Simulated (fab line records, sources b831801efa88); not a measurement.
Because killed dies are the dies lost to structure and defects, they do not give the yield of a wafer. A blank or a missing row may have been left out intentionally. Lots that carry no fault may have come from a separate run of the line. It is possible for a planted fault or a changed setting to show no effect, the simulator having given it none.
Matching of chambers || flow sky130 || SKY_VIA3_ETCH_15 on rie diel-01: 4 sister chambers
The step etches SiO2 in C4F8/O2/Ar, stops on TiN, target depth 507 nm, time 78 s. 20 wafers are shown with their chamber, then 10 later ones without.

## WAFERS, EACH WITH ITS CHAMBER
{"wafer": "L074.2", "chamber": 2, "oes product au (a.u.)": 0.951}
{"wafer": "L074.3", "chamber": 1, "oes product au (a.u.)": 0.948}
{"wafer": "L074.6", "chamber": 3, "oes product au (a.u.)": 0.953}
{"wafer": "L076.1", "chamber": 3, "oes product au (a.u.)": 0.950}
{"wafer": "L076.3", "chamber": 2, "oes product au (a.u.)": 0.943}
{"wafer": "L076.4", "chamber": 0, "oes product au (a.u.)": 0.947}
{"wafer": "L079.2", "chamber": 2, "oes product au (a.u.)": 0.948}
{"wafer": "L079.3", "chamber": 0, "oes product au (a.u.)": 0.941}
{"wafer": "L079.6", "chamber": 3, "oes product au (a.u.)": 0.948}
{"wafer": "L080.2", "chamber": 3, "oes product au (a.u.)": 0.953}
{"wafer": "L080.3", "chamber": 1, "oes product au (a.u.)": 0.943}
{"wafer": "L080.4", "chamber": 2, "oes product au (a.u.)": 0.936}
{"wafer": "L082.2", "chamber": 2, "oes product au (a.u.)": 0.949}
{"wafer": "L082.3", "chamber": 1, "oes product au (a.u.)": 0.950}
{"wafer": "L082.5", "chamber": 3, "oes product au (a.u.)": 0.950}
{"wafer": "L086.3", "chamber": 1, "oes product au (a.u.)": 0.945}
{"wafer": "L086.5", "chamber": 1, "oes product au (a.u.)": 0.948}
{"wafer": "L086.6", "chamber": 3, "oes product au (a.u.)": 0.942}
{"wafer": "L093.1", "chamber": 2, "oes product au (a.u.)": 0.949}
{"wafer": "L093.5", "chamber": 1, "oes product au (a.u.)": 0.943}

SIGNATURES, as means of the wafers listed above
{"reading": "oes product au", "chamber 0": 0.94400, "chamber 1": 0.94617, "chamber 2": 0.94600, "chamber 3": 0.94933, "scatter within a chamber": 0.00433}
Rule: distance of a wafer from a chamber = root of the sum over the readings of ((wafer's reading minus chamber's mean) / reading's scatter) squared. The wafer belongs to the nearest chamber; if the next one is less than 2 further off, it can't be placed. The scatter: take each reading less its chamber's mean, square it, sum over the shown wafers, divide by the number of wafers less the number of chambers, and take the root.

## WAFERS WHOSE CHAMBER IS MISSING
{"wafer": "L093.6", "oes product au (a.u.)": 0.941}
{"wafer": "L095.1", "oes product au (a.u.)": 0.945}
{"wafer": "L095.4", "oes product au (a.u.)": 0.947}
{"wafer": "L095.5", "oes product au (a.u.)": 0.948}
{"wafer": "L096.1", "oes product au (a.u.)": 0.940}
{"wafer": "L096.3", "oes product au (a.u.)": 0.952}
{"wafer": "L096.4", "oes product au (a.u.)": 0.941}
{"wafer": "L097.2", "oes product au (a.u.)": 0.945}
{"wafer": "L097.4", "oes product au (a.u.)": 0.934}
{"wafer": "L097.5", "oes product au (a.u.)": 0.944}

## EACH ONE'S CHAMBER
{"wafer": "L093.6", "from the rows above": "can't be placed: 0 or 2 or 1 or 3", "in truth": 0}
{"wafer": "L095.1", "from the rows above": "can't be placed: 0 or 2 or 1 or 3", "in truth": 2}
{"wafer": "L095.4", "from the rows above": "can't be placed: 1 or 2 or 3 or 0", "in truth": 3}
{"wafer": "L095.5", "from the rows above": "can't be placed: 3 or 1 or 2 or 0", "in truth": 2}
{"wafer": "L096.1", "from the rows above": "can't be placed: 0 or 2 or 1 or 3", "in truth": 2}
{"wafer": "L096.3", "from the rows above": "can't be placed: 3 or 1 or 2 or 0", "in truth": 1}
{"wafer": "L096.4", "from the rows above": "can't be placed: 0 or 2 or 1 or 3", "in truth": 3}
{"wafer": "L097.2", "from the rows above": "can't be placed: 0 or 2 or 1 or 3", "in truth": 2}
{"wafer": "L097.4", "from the rows above": "can't be placed: 0 or 2 or 1 or 3", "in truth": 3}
{"wafer": "L097.5", "from the rows above": "can't be placed: 0 or 2 or 1 or 3", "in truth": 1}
Correctly placed: 0 of 10. Unplaceable from these rows: 10, with the true chamber sitting among the candidates in 10. 0 placed wrongly.
